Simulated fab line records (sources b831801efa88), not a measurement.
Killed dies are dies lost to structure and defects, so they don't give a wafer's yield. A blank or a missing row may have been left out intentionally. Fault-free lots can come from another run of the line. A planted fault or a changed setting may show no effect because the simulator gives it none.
fab line records	flow sky130
record: lots: 12	wafers: 36	last-day: 51
route steps=708 shown FIELD_ISO@17 NWELL@81 VT_ADJUST_NCORE@130 VT_ADJUST_PCH@152 PAD_OPEN@708
lots untouched by any fault: they come from a run of this same line in which no faults occurred
start-h: hours from the record's first day to the start of the lot's first wafer shown	wait-h: hours from the lot's prior step to this one	" identical to the entry in the row above	L1.1+2: several wafers, shown together as one row	- no value, or no start given	* or withheld: withheld	< > ~ a bound
route shown NAME@n: a module of which the file shows steps, and the number in the route of the first	usual: mean and standard deviation over wafers with no fault	same: alike in all rows	chamber/n: place in a boat	sites: readings site by site	_std_site: how widely they spread, as a standard deviation	_edge_site: the outer-site mean with the inner-site mean subtracted	radius-mm: for every site, how far away it sits from the centre of the wafer	mask NAME#n: copy n	behind: the tool/chamber that last shaped the wafer	hold: why the lot went on hold/how many hours it stayed there/how the hold came to an end	device: which transistor (n, p or np) failed to switch	end of line: at the end of the route, the tests of the same wafers	where a step has no rows: the recipe by itself	killed: the dies lost at the first sort to structure and to defects; this is not the yield of the wafer	map: dies across one wafer; x = killed, . = not, _ = none there
set.NAME: setting as actually run; set.NAME@STEP: the setting as run at that earlier step	model.NAME: the simulator's own value behind a step, which no gauge read
steps of the route over a sample of lots; a table a step, a row a wafer
services: the hour from which a tool's chamber was out of use, counted from the record's first day as start-h (under 0 if before that day), plus the number of hours and why
== steps ==
step: SKY_FIELD_ISO_STRIP_16
recipe: chemistry: O2/N2	power-w: 1400	pressure-mtorr: 1500	platen-temp-c: withheld	o2-flow-sccm: 3000	n2-flow-sccm: 300	overash-fraction: 0.5
usual: chamber-pressure-mTorr: 1500.0/1.4	drypump-motor-current-A: 5.8/0.52	oes-product-au: 0.378/0.0044	overash-fraction: 0.5/0	strip-time-to-endpoint-s: 3.572/0.03
lot.wafer	tool	chamber	start-h	wait-h	chamber-pressure-mTorr	drypump-motor-current-A	oes-product-au	overash-fraction	rf-hours-counter-h	strip-time-to-endpoint-s
L522.1	plasma-asher-01	1	28.91	0.0	1501.6	5.7	0.374	0.5	36	3.520
L522.3	"	0	"	"	1500.8	6.7	0.373	0.5	-	3.567
L522.4	"	1	"	"	1498.8	5.7	0.371	0.5	-	3.520
L523.1	plasma-asher-01	1	34.39	0.0	1497.7	5.7	0.378	0.5	37	3.547
L523.2	"	0	"	"	1500.3	6.7	0.381	0.5	37	3.540
L523.5	"	0	"	"	1498.7	6.7	0.371	0.5	-	3.562
L527.1	plasma-asher-03	1	56.64	0.0	1498.9	5.3	0.367	0.5	34	3.573
L527.3	"	1	"	"	1499.3	5.3	0.373	0.5	-	3.556
L527.5	"	0	"	"	1503.0	6.0	0.377	0.5	-	3.557
L528.1	plasma-asher-01	0	60.94	0.0	1499.5	6.6	0.369	0.5	39	3.568
L528.2	"	1	"	"	1501.1	5.7	0.372	0.5	39	3.538
L528.6	"	0	"	"	1497.8	6.7	0.376	0.5	-	3.543
L529.1	plasma-asher-03	1	64.49	0.0	1500.4	5.3	0.385	0.5	35	3.598
L529.3	"	0	"	"	1499.4	6.1	0.384	0.5	-	3.621
L529.5	"	1	"	"	1500.8	5.3	0.383	0.5	-	3.586
L534.1	plasma-asher-03	0	91.79	0.0	1500.0	6.0	0.383	0.7	38	3.649
L534.4	"	1	"	"	1500.6	5.3	0.378	0.5	-	3.587
L534.5	"	1	"	"	1500.7	5.3	0.378	0.5	-	3.593
L536.2	plasma-asher-03	1	103.29	0.0	1501.2	5.3	0.377	0.5	39	3.564
L536.4	"	0	"	"	1500.2	6.1	0.380	0.7	-	3.601
L536.5	"	1	"	"	1499.5	5.3	0.375	0.5	-	3.567
L540.3	plasma-asher-04	1	124.17	0.1	1500.3	5.3	0.379	0.5	-	3.596
L540.5	"	0	"	"	1499.8	5.3	0.379	0.5	-	3.559
L540.6	"	1	"	"	1500.2	5.3	0.379	0.5	-	3.533
L541.3	plasma-asher-01	1	127.57	0.1	1498.9	5.7	0.375	0.5	-	3.547
L541.4	"	0	"	"	1501.4	6.7	0.369	0.5	-	3.543
L541.5	"	1	"	"	1500.0	5.7	0.377	0.5	-	3.540
L542.1	plasma-asher-01	1	132.76	0.0	1498.4	5.7	0.377	0.5	46	3.582
L542.2	"	0	"	"	1500.6	6.7	0.384	0.5	46	3.555
L542.4	"	0	"	"	1498.7	6.7	0.373	0.5	-	3.548
L544.1	plasma-asher-04	0	144.39	0.0	1501.7	5.3	0.381	0.5	35	3.567
L544.3	"	1	"	"	1500.6	5.3	0.378	0.5	-	3.595
L544.5	"	0	"	"	1499.2	5.3	0.381	0.5	-	3.577
L545.1	plasma-asher-04	0	181.09	0.0	1501.7	5.3	0.374	0.5	38	3.615
L545.2	"	1	"	"	1500.6	5.3	0.388	0.5	38	3.600
L545.4	"	1	"	"	1499.2	5.3	0.386	0.5	-	3.548
step: SKY_NWELL_RTA_28
recipe: temp-c: 1050	time-s: 30	idle-temp-c: 650	ramp-up-c-per-s: 150	ramp-down-c-per-s: 90	ambient: N2
usual: chamber-o2-ppm: 1.998/0.02	lamp-power-pct: 25.31/0.052	wafer_temp_C_max: 1054.9/1
lot.wafer	tool	chamber	start-h	wait-h	chamber-o2-ppm	lamp-power-pct	wafer_temp_C_max
L522.1	rtp-anneal-01	0	103.25	0.0	2.023	25.33	1054.1
L522.3	"	0	"	"	2.022	25.33	1055.2
L522.4	"	0	"	"	1.980	25.38	1054.4
L523.1	rtp-anneal-02	0	110.66	0.0	2.026	25.28	1055.1
L523.2	"	0	"	"	2.029	25.29	1055.8
L523.5	"	0	"	"	2.010	25.35	1053.9
L527.1	rtp-anneal-01	0	136.37	0.0	2.014	25.31	1054.7
L527.3	"	0	"	"	2.001	25.26	1054.2
L527.5	"	0	"	"	2.001	25.25	1056.2
L528.1	rtp-anneal-01	0	140.55	0.0	1.984	25.33	1054.3
L528.2	"	0	"	"	2.020	25.28	1053.7
L528.6	"	0	"	"	1.960	25.36	1055.1
L529.1	rtp-anneal-02	0	142.61	0.0	2.014	25.33	1053.3
L529.3	"	0	"	"	1.994	25.29	1053.2
L529.5	"	0	"	"	2.003	25.37	1053.1
L534.1	rtp-anneal-02	0	173.90	0.0	1.984	25.29	1055.5
L534.4	"	0	"	"	2.014	25.35	1054.3
L534.5	"	0	"	"	1.981	25.42	1054.1
L536.2	rtp-anneal-02	0	183.38	0.0	1.970	25.32	1055.6
L536.4	"	0	"	"	1.977	25.36	1055.2
L536.5	"	0	"	"	1.995	25.20	1053.2
L540.3	rtp-anneal-02	0	225.33	0.0	1.979	25.27	1054.5
L540.5	"	0	"	"	1.999	25.23	1054.9
L540.6	"	0	"	"	1.981	25.36	1055.7
L541.3	rtp-anneal-01	0	226.40	0.0	1.994	25.30	1055.3
L541.4	"	0	"	"	1.981	25.27	1053.6
L541.5	"	0	"	"	1.984	25.35	1054.9
L542.1	rtp-anneal-01	0	237.29	0.0	1.966	25.29	1055.1
L542.2	"	0	"	"	2.029	25.33	1054.8
L542.4	"	0	"	"	2.020	25.28	1054.8
L544.1	rtp-anneal-02	0	240.62	0.0	2.005	25.35	1053.9
L544.3	"	0	"	"	1.987	25.24	1055.8
L544.5	"	0	"	"	2.007	25.27	1054.8
L545.1	rtp-anneal-01	0	277.70	0.0	1.979	25.30	1054.5
L545.2	"	0	"	"	2.000	25.24	1053.6
L545.4	"	0	"	"	1.992	25.33	1054.2
step: SKY_VT_ADJUST_NCORE_TW_MEAS_11
usual: VT_ADJUST_NCORE_TW: 217.7/2.3
lot.wafer	tool	chamber	start-h	wait-h	VT_ADJUST_NCORE_TW
L522.1	film-metro-03	-	175.47	0.1	214.2
L522.3	"	-	"	"	213.8
L522.4	"	-	"	"	213.9
L523.1	film-metro-01	-	185.42	0.1	218.4
L523.2	"	-	"	"	217.8
L523.5	"	-	"	"	217.0
L527.1	film-metro-01	-	215.42	0.1	219.4
L527.3	"	-	"	"	219.9
L527.5	"	-	"	"	220.5
L528.1	film-metro-01	-	219.92	0.1	218.1
L528.2	"	-	"	"	218.1
L528.6	"	-	"	"	218.3
L529.1	film-metro-01	-	223.96	0.1	218.5
L529.3	"	-	"	"	218.5
L529.5	"	-	"	"	219.7
L534.1	film-metro-02	-	262.77	0.1	220.5
L534.4	"	-	"	"	221.0
L534.5	"	-	"	"	220.5
L536.2	film-metro-01	-	274.13	0.1	217.9
L536.4	"	-	"	"	218.7
L536.5	"	-	"	"	216.8
L540.3	film-metro-01	-	325.22	0.1	218.0
L540.5	"	-	"	"	218.3
L540.6	"	-	"	"	217.9
L541.3	film-metro-03	-	326.03	0.1	212.4
L541.4	"	-	"	"	214.4
L541.5	"	-	"	"	213.8
L542.1	film-metro-03	-	339.01	0.1	213.7
L542.2	"	-	"	"	214.7
L542.4	"	-	"	"	215.0
L544.1	film-metro-02	-	342.42	0.1	220.2
L544.3	"	-	"	"	218.8
L544.5	"	-	"	"	219.5
L545.1	film-metro-01	-	386.75	0.1	216.4
L545.2	"	-	"	"	217.7
L545.4	"	-	"	"	218.5
step: SKY_VT_ADJUST_PCH_STRIP_09
recipe: chemistry: O2/N2	power-w: 1400	pressure-mtorr: 1500	platen-temp-c: withheld	o2-flow-sccm: 3000	n2-flow-sccm: 300	overash-fraction: 0.5
usual: chamber-pressure-mTorr: 1499.9/1.5	drypump-motor-current-A: 5.8/0.54	oes-product-au: 0.722/0.0044	overash-fraction: 0.5/0	strip-time-to-endpoint-s: 36.98/0.11
lot.wafer	tool	chamber	start-h	wait-h	chamber-pressure-mTorr	drypump-motor-current-A	oes-product-au	overash-fraction	rf-hours-counter-h	strip-time-to-endpoint-s
L522.1	plasma-asher-01	1	217.50	0.1	1499.4	5.7	0.725	0.5	54	36.87
L522.3	"	1	"	"	1501.8	5.7	0.719	0.5	-	36.90
L522.4	"	0	"	"	1500.6	6.7	0.720	0.5	-	36.78
L523.1	plasma-asher-01	0	227.85	0.1	1499.4	6.7	0.726	0.5	55	36.77
L523.2	"	1	"	"	1499.2	5.7	0.720	0.5	55	36.90
L523.5	"	0	"	"	1500.4	6.7	0.717	0.5	-	36.75
L527.1	plasma-asher-03	1	260.80	0.1	1499.8	5.2	0.718	0.5	55	37.05
L527.3	"	0	"	"	1500.4	6.1	0.713	0.5	-	37.00
L527.5	"	0	"	"	1502.3	6.0	0.714	0.5	-	36.98
L528.1	plasma-asher-04	0	266.65	0.1	1499.7	5.3	0.729	0.5	46	36.99
L528.2	"	1	"	"	1500.2	5.3	0.717	0.5	46	36.88
L528.6	"	1	"	"	1499.6	5.3	0.727	0.5	-	36.98
L529.1	plasma-asher-01	1	271.48	0.1	1499.1	5.7	0.715	0.5	59	36.78
L529.3	"	1	"	"	1501.0	5.7	0.724	0.5	-	36.94
L529.5	"	0	"	"	1497.9	6.7	0.716	0.5	-	36.87
L534.1	plasma-asher-01	1	312.05	0.1	1499.1	5.7	0.725	0.5	63	36.94
L534.4	"	0	"	"	1500.7	6.7	0.720	0.5	-	36.82
L534.5	"	1	"	"	1499.8	5.7	0.724	0.5	-	36.86
L536.2	plasma-asher-04	0	325.94	0.1	1497.8	5.3	0.723	0.5	52	37.09
L536.4	"	1	"	"	1497.5	5.3	0.727	0.5	-	37.02
L536.5	"	0	"	"	1500.2	5.4	0.720	0.5	-	37.01
L540.3	plasma-asher-01	0	380.44	0.1	1498.0	6.7	0.721	0.5	-	37.05
L540.5	"	0	"	"	1499.0	6.7	0.722	0.5	-	36.94
L540.6	"	1	"	"	1501.8	5.7	0.721	0.5	-	36.90
L541.3	plasma-asher-04	1	381.69	0.1	1502.4	5.3	0.720	0.5	-	37.06
L541.4	"	0	"	"	1500.0	5.4	0.720	0.5	-	36.98
L541.5	"	1	"	"	1502.2	5.3	0.724	0.5	-	36.99
L542.1	plasma-asher-03	0	395.25	0.1	1499.7	6.1	0.733	0.5	68	37.34
L542.2	"	1	"	"	1497.7	5.3	0.712	0.5	68	37.21
L542.4	"	1	"	"	1497.2	5.3	0.730	0.5	-	37.15
L544.1	plasma-asher-04	1	398.55	0.1	1499.4	5.3	0.729	0.5	59	37.13
L544.3	"	0	"	"	1499.1	5.4	0.721	0.5	-	37.14
L544.5	"	0	"	"	1500.0	5.3	0.727	0.5	-	37.13
L545.1	plasma-asher-03	0	446.55	0.1	1498.0	6.0	0.719	0.5	2	36.98
L545.2	"	1	"	"	1499.7	5.3	0.723	0.5	2	37.14
L545.4	"	1	"	"	1499.0	5.3	0.725	0.5	-	37.10
step: SKY_PAD_OPEN_PROBE_99
usual: killed_at_M0_to_M3: 44/7.2	killed_at_M4_up: 3.1/1.7	killed-at-contacts: 24/5.2	killed-at-front-end: 15/4.1	killed-at-other: 0.3/0.61	killed-dies: 87/10	killed-open: 48/7.5	killed-short: 39/6.6
same: gross-dies: 492	killed-at-back-side: 0
lot.wafer	tool	chamber	start-h	wait-h	killed_at_M0_to_M3	killed_at_M4_up	killed-at-contacts	killed-at-front-end	killed-at-other	killed-dies	killed-open	killed-short
L522.1	prober-01	-	1063.96	0.1	50	1	27	13	0	91	44	47
L522.3	prober-01	-	1064.06	0.2	54	6	28	14	0	102	65	36
L522.4	prober-01	-	1064.11	0.2	52	3	24	13	2	94	45	49
L523.1	prober-01	-	1073.54	0.1	39	2	19	12	1	73	44	29
L523.2	prober-01	-	1073.59	0.1	35	3	21	9	1	69	44	24
L523.5	prober-01	-	1073.74	0.2	47	3	29	17	0	96	59	37
L527.1	prober-02	-	1104.98	0.1	41	4	26	12	0	83	53	29
L527.3	prober-02	-	1105.08	0.2	51	2	23	15	0	91	40	51
L527.5	prober-02	-	1105.18	0.2	36	4	24	15	1	80	46	34
L528.1	prober-01	-	1105.03	0.1	52	2	27	13	1	95	53	42
L528.2	prober-01	-	1105.08	0.1	49	4	23	19	1	96	51	45
L528.6	prober-01	-	1105.28	0.2	45	3	36	23	0	107	58	49
L529.1	prober-02	-	1114.74	0.1	39	2	16	13	0	70	33	37
L529.3	prober-02	-	1114.84	0.2	55	3	25	18	0	101	49	52
L529.5	prober-02	-	1114.94	0.2	47	2	18	20	0	87	51	36
L534.1	prober-01	-	1144.06	0.1	36	1	22	15	0	74	44	30
L534.4	prober-01	-	1144.21	0.2	58	5	24	16	0	103	49	53
L534.5	prober-01	-	1144.26	0.2	45	2	30	19	0	96	52	44
L536.2	prober-01	-	1149.44	0.1	38	3	26	15	0	82	43	37
L536.4	prober-01	-	1149.54	0.2	47	0	15	20	0	82	45	37
L536.5	prober-01	-	1149.59	0.2	43	4	18	15	0	80	43	37
L540.3	prober-01	-	1182.80	0.2	57	5	15	10	0	87	50	36
L540.5	prober-01	-	1182.90	0.2	44	5	27	17	0	93	52	40
L540.6	prober-01	-	1182.95	0.2	46	8	24	12	0	90	43	45
L541.3	prober-02	-	1186.74	0.2	38	3	27	19	2	89	45	42
L541.4	prober-02	-	1186.79	0.2	41	1	14	13	1	70	39	31
L541.5	prober-02	-	1186.84	0.2	53	3	23	10	0	89	48	41
L542.1	prober-02	-	1196.74	0.1	58	4	23	11	0	96	61	35
L542.2	prober-02	-	1196.79	0.1	46	4	18	17	0	85	46	39
L542.4	prober-02	-	1196.89	0.2	42	3	28	8	0	81	54	27
L544.1	prober-01	-	1197.59	0.1	41	3	27	14	2	87	44	41
L544.3	prober-01	-	1197.69	0.2	40	4	26	17	2	89	44	44
L544.5	prober-01	-	1197.79	0.2	41	6	26	19	0	92	44	48
L545.1	prober-01	-	1218.95	0.1	37	0	21	13	0	71	34	37
L545.2	prober-01	-	1219.00	0.1	44	1	20	16	1	82	54	28
L545.4	prober-01	-	1219.10	0.2	28	2	19	14	0	63	30	33
killed by level:class
L522.1 METAL2:geometric-particle:short=12 CONTACT:geometric-particle:open=11 METAL1:geometric-particle:short=8 VIA2:geometric-particle:open=8 VIA1:geometric-particle:open=7 LI_CONTACT:geometric-particle:open=5 LOCAL_INTERCONNECT:geometric-particle:short=5 CONTACT:geometric-particle:short=5
L522.3 VIA1:geometric-particle:open=15 VIA2:geometric-particle:open=13 CONTACT:geometric-particle:open=12 VIA3:geometric-particle:open=7 FIELD_ISO:geometric-particle:short=6 LI_CONTACT:geometric-particle:open=5 METAL2:geometric-particle:short=5 POLY_GATE:geometric-particle:short=4
L522.4 CONTACT:geometric-particle:open=12 VIA1:geometric-particle:open=10 METAL2:geometric-particle:short=9 METAL1:geometric-particle:short=8 VIA2:geometric-particle:short=8 VIA3:geometric-particle:open=6 CONTACT:geometric-particle:short=5 FIELD_ISO:geometric-particle:open=4
L523.1 VIA1:geometric-particle:open=13 CONTACT:geometric-particle:open=8 VIA3:geometric-particle:open=5 METAL1:geometric-particle:short=4 VIA2:geometric-particle:short=4 VIA2:geometric-particle:open=4 POLY_GATE:geometric-particle:open=3 LI_CONTACT:geometric-particle:open=3
L523.2 VIA1:geometric-particle:open=13 CONTACT:geometric-particle:open=10 VIA1:geometric-particle:short=8 LI_CONTACT:geometric-particle:open=5 VIA3:geometric-particle:open=5 VIA2:geometric-particle:open=4 CONTACT:geometric-particle:short=3 FIELD_ISO:geometric-particle:short=2
L523.5 LI_CONTACT:geometric-particle:open=13 VIA1:geometric-particle:open=10 CONTACT:geometric-particle:open=8 POLY_GATE:geometric-particle:open=6 METAL2:geometric-particle:short=6 VIA2:geometric-particle:open=6 VIA1:geometric-particle:short=5 METAL1:geometric-particle:short=5
L527.1 CONTACT:geometric-particle:open=12 METAL2:geometric-particle:short=12 VIA1:geometric-particle:open=10 LI_CONTACT:geometric-particle:open=8 VIA2:geometric-particle:open=6 VIA3:geometric-particle:open=6 FIELD_ISO:geometric-particle:open=5 CONTACT:geometric-particle:short=3
L528.1 VIA3:geometric-particle:open=11 VIA1:geometric-particle:open=10 CONTACT:geometric-particle:open=8 LI_CONTACT:geometric-particle:open=6 LOCAL_INTERCONNECT:geometric-particle:short=5 METAL1:geometric-particle:short=5 METAL3:geometric-particle:short=5 VIA1:geometric-particle:short=5
L528.2 VIA1:geometric-particle:open=16 CONTACT:geometric-particle:open=9 METAL2:geometric-particle:short=8 POLY_GATE:geometric-particle:short=7 LI_CONTACT:geometric-particle:open=6 METAL1:geometric-particle:short=6 FIELD_ISO:geometric-particle:open=5 VIA3:geometric-particle:open=5
L527.3 VIA1:geometric-particle:open=12 CONTACT:geometric-particle:short=8 METAL1:geometric-particle:short=8 VIA3:geometric-particle:open=8 VIA2:geometric-particle:open=7 LOCAL_INTERCONNECT:geometric-particle:short=6 POLY_GATE:geometric-particle:short=5 CONTACT:geometric-particle:open=5
L527.5 CONTACT:geometric-particle:open=11 METAL2:geometric-particle:short=10 VIA1:geometric-particle:open=8 FIELD_ISO:geometric-particle:open=5 LI_CONTACT:geometric-particle:open=5 VIA2:geometric-particle:open=4 CONTACT:geometric-particle:short=4 FIELD_ISO:geometric-particle:short=3
L528.6 VIA3:geometric-particle:open=10 CONTACT:geometric-particle:open=9 VIA1:geometric-particle:open=8 VIA2:geometric-particle:open=7 LI_CONTACT:geometric-particle:open=7 METAL2:geometric-particle:short=7 FIELD_ISO:geometric-particle:open=6 POLY_GATE:geometric-particle:short=6
L529.1 VIA1:geometric-particle:open=13 METAL1:geometric-particle:short=9 CONTACT:geometric-particle:open=7 METAL2:geometric-particle:short=7 FIELD_ISO:geometric-particle:short=6 LI_CONTACT:geometric-particle:open=4 FIELD_ISO:geometric-particle:open=3 POLY_GATE:geometric-particle:short=2
L529.3 CONTACT:geometric-particle:open=14 VIA1:geometric-particle:open=10 VIA2:geometric-particle:short=9 VIA2:geometric-particle:open=6 VIA1:geometric-particle:short=6 METAL2:geometric-particle:short=5 METAL3:geometric-particle:short=5 FIELD_ISO:geometric-particle:short=4
L529.5 VIA3:geometric-particle:open=8 VIA2:geometric-particle:open=8 VIA1:geometric-particle:open=7 POLY_GATE:geometric-particle:short=6 CONTACT:geometric-particle:open=6 FIELD_ISO:geometric-particle:open=5 POLY_GATE:geometric-particle:open=5 METAL1:geometric-particle:short=5
L534.1 CONTACT:geometric-particle:open=13 VIA1:geometric-particle:open=10 VIA1:geometric-particle:short=5 VIA2:geometric-particle:open=5 FIELD_ISO:geometric-particle:open=4 POLY_GATE:geometric-particle:short=4 CONTACT:geometric-particle:short=4 VIA3:geometric-particle:open=4
L534.4 VIA1:geometric-particle:open=13 CONTACT:geometric-particle:open=9 METAL1:geometric-particle:short=9 FIELD_ISO:geometric-particle:short=7 LI_CONTACT:geometric-particle:open=7 VIA1:geometric-particle:short=7 METAL2:geometric-particle:short=7 VIA3:geometric-particle:open=6
L534.5 VIA1:geometric-particle:open=14 CONTACT:geometric-particle:open=9 CONTACT:geometric-particle:short=7 METAL1:geometric-particle:short=7 VIA3:geometric-particle:open=7 FIELD_ISO:geometric-particle:open=5 POLY_GATE:geometric-particle:short=5 LI_CONTACT:geometric-particle:open=5
L536.2 CONTACT:geometric-particle:open=11 VIA3:geometric-particle:open=10 VIA2:geometric-particle:open=6 CONTACT:geometric-particle:short=5 FIELD_ISO:geometric-particle:open=4 SPACER:geometric-particle:short=4 LOCAL_INTERCONNECT:geometric-particle:short=4 METAL1:geometric-particle:short=4
L536.4 VIA1:geometric-particle:open=14 METAL2:geometric-particle:short=10 POLY_GATE:geometric-particle:open=6 CONTACT:geometric-particle:open=6 METAL1:geometric-particle:short=6 POLY_GATE:geometric-particle:short=5 VIA2:geometric-particle:open=4 FIELD_ISO:geometric-particle:open=3
L536.5 METAL1:geometric-particle:short=9 CONTACT:geometric-particle:open=7 VIA1:geometric-particle:open=7 POLY_GATE:geometric-particle:open=6 VIA2:geometric-particle:open=6 METAL2:geometric-particle:short=5 LI_CONTACT:geometric-particle:open=4 VIA1:geometric-particle:short=4
L540.3 VIA1:geometric-particle:open=12 METAL2:geometric-particle:short=9 METAL1:geometric-particle:short=8 VIA3:geometric-particle:open=7 CONTACT:geometric-particle:open=5 METAL2:geometric-particle:open=5 LI_CONTACT:geometric-particle:open=4 VIA1:geometric-particle:short=4
L540.5 CONTACT:geometric-particle:open=11 VIA1:geometric-particle:open=10 METAL2:geometric-particle:short=8 VIA3:geometric-particle:open=8 VIA2:geometric-particle:open=7 LI_CONTACT:geometric-particle:open=6 LI_CONTACT:geometric-particle:short=5 METAL4:geometric-particle:short=5
L540.6 CONTACT:geometric-particle:open=10 METAL2:geometric-particle:short=8 VIA1:geometric-particle:open=7 VIA2:geometric-particle:open=6 METAL3:geometric-particle:short=5 VIA3:geometric-particle:open=5 CONTACT:geometric-particle:short=4 METAL1:geometric-particle:short=4
L541.3 CONTACT:geometric-particle:open=9 LI_CONTACT:geometric-particle:open=8 VIA1:geometric-particle:open=7 VIA3:geometric-particle:open=7 VIA1:geometric-particle:short=7 FIELD_ISO:geometric-particle:short=6 FIELD_ISO:geometric-particle:open=5 LI_CONTACT:geometric-particle:short=5
L541.4 VIA1:geometric-particle:open=10 METAL2:geometric-particle:short=6 FIELD_ISO:geometric-particle:open=5 METAL1:geometric-particle:short=5 VIA3:geometric-particle:open=5 VIA2:geometric-particle:short=4 CONTACT:geometric-particle:open=4 VIA2:geometric-particle:open=4
L541.5 CONTACT:geometric-particle:open=11 VIA1:geometric-particle:open=11 VIA1:geometric-particle:short=10 VIA2:geometric-particle:open=9 VIA2:geometric-particle:short=6 METAL2:geometric-particle:short=5 LI_CONTACT:geometric-particle:open=5 CONTACT:geometric-particle:short=5
L542.1 VIA1:geometric-particle:open=15 CONTACT:geometric-particle:open=12 VIA3:geometric-particle:open=10 VIA2:geometric-particle:open=8 LI_CONTACT:geometric-particle:open=5 METAL1:geometric-particle:short=5 VIA2:geometric-particle:short=5 FIELD_ISO:geometric-particle:open=3
L542.2 VIA1:geometric-particle:open=12 VIA2:geometric-particle:open=8 CONTACT:geometric-particle:open=5 FIELD_ISO:geometric-particle:open=4 POLY_GATE:geometric-particle:open=4 LI_CONTACT:geometric-particle:open=4 CONTACT:geometric-particle:short=4 METAL1:geometric-particle:short=4
L542.4 CONTACT:geometric-particle:open=12 VIA1:geometric-particle:open=10 VIA2:geometric-particle:open=10 LI_CONTACT:geometric-particle:open=9 VIA1:geometric-particle:short=7 METAL2:geometric-particle:open=4 METAL1:geometric-particle:short=4 FIELD_ISO:geometric-particle:open=3
L544.1 VIA1:geometric-particle:open=13 LI_CONTACT:geometric-particle:open=9 CONTACT:geometric-particle:open=8 METAL2:geometric-particle:short=7 FIELD_ISO:geometric-particle:short=6 LOCAL_INTERCONNECT:geometric-particle:short=5 VIA2:geometric-particle:open=5 LI_CONTACT:geometric-particle:short=4
L544.3 METAL1:geometric-particle:short=10 VIA1:geometric-particle:open=10 CONTACT:geometric-particle:open=9 POLY_GATE:geometric-particle:open=6 LI_CONTACT:geometric-particle:open=5 CONTACT:geometric-particle:short=5 METAL2:geometric-particle:short=4 VIA2:geometric-particle:open=4
L544.5 CONTACT:geometric-particle:open=12 VIA1:geometric-particle:open=8 FIELD_ISO:geometric-particle:short=7 METAL2:geometric-particle:short=7 FIELD_ISO:geometric-particle:open=6 CONTACT:geometric-particle:short=6 METAL1:geometric-particle:short=6 METAL4:geometric-particle:short=5
L545.1 VIA1:geometric-particle:open=11 CONTACT:geometric-particle:open=8 METAL1:geometric-particle:short=7 METAL2:geometric-particle:short=7 LI_CONTACT:geometric-particle:open=5 FIELD_ISO:geometric-particle:short=4 CONTACT:geometric-particle:short=4 VIA1:geometric-particle:short=4
L545.2 VIA1:geometric-particle:open=12 VIA2:geometric-particle:open=11 CONTACT:geometric-particle:open=10 FIELD_ISO:geometric-particle:open=8 VIA1:geometric-particle:short=5 METAL2:geometric-particle:short=5 FIELD_ISO:geometric-particle:short=4 CONTACT:geometric-particle:short=3
L545.4 CONTACT:geometric-particle:short=7 CONTACT:geometric-particle:open=6 VIA1:geometric-particle:open=6 METAL2:geometric-particle:short=5 VIA2:geometric-particle:open=5 SPACER:geometric-particle:short=3 POLY_CUT:geometric-particle:short=3 LI_CONTACT:geometric-particle:open=3
== services ==
tool	chamber	start-h	hours	kind
plasma-asher-03	-	46.99	1.2	repair
plasma-asher-04	-	75.45	1.0	repair
plasma-asher-01	-	194.69	4.2	repair
plasma-asher-04	-	197.53	2.8	pm
plasma-asher-03	-	210.66	1.0	repair
plasma-asher-03	-	236.07	2.6	repair
plasma-asher-01	-	337.57	2.8	pm
plasma-asher-03	-	421.25	9.0	pm
plasma-asher-03	0	421.25	9.0	vent-cycle
plasma-asher-03	1	421.25	9.0	vent-cycle
plasma-asher-04	-	425.99	0.6	repair
plasma-asher-03	0	430.25	-	clean
plasma-asher-03	1	430.25	-	clean
== key ==
first-sign: step: SKY_FIELD_ISO_STRIP_16	reading: overash-fraction	direction: up	sigmas: 99+	usual: 0.5	struck: 0.7
effect none on later readings
met-at SKY_FIELD_ISO_STRIP_16
struck-lots L534,L536
struck-wafers L534.1,L536.4
tester-left-out L534,L536
not-acting-at SKY_NWELL_RTA_28,SKY_VT_ADJUST_NCORE_TW_MEAS_11,SKY_VT_ADJUST_PCH_STRIP_09
onset-between 64.49 91.79
fault: kind: process-parameter-drift	tool: plasma-asher-03	chamber: 0	onset-h: 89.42	steps: SKY_FIELD_ISO_STRIP_16	channel: overash-fraction	offset: 0.2	shape: step	end-h: 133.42	acts-in: these-recipes-only	stated: 0.5
tester-left-out: of these lots the tester's yield and bins aren't shown, on N5 and GAA mostly nor the transistor test; their killed dies are dies lost to structure and defects alone, not to doping, threshold or leakage, so they don't give the yield
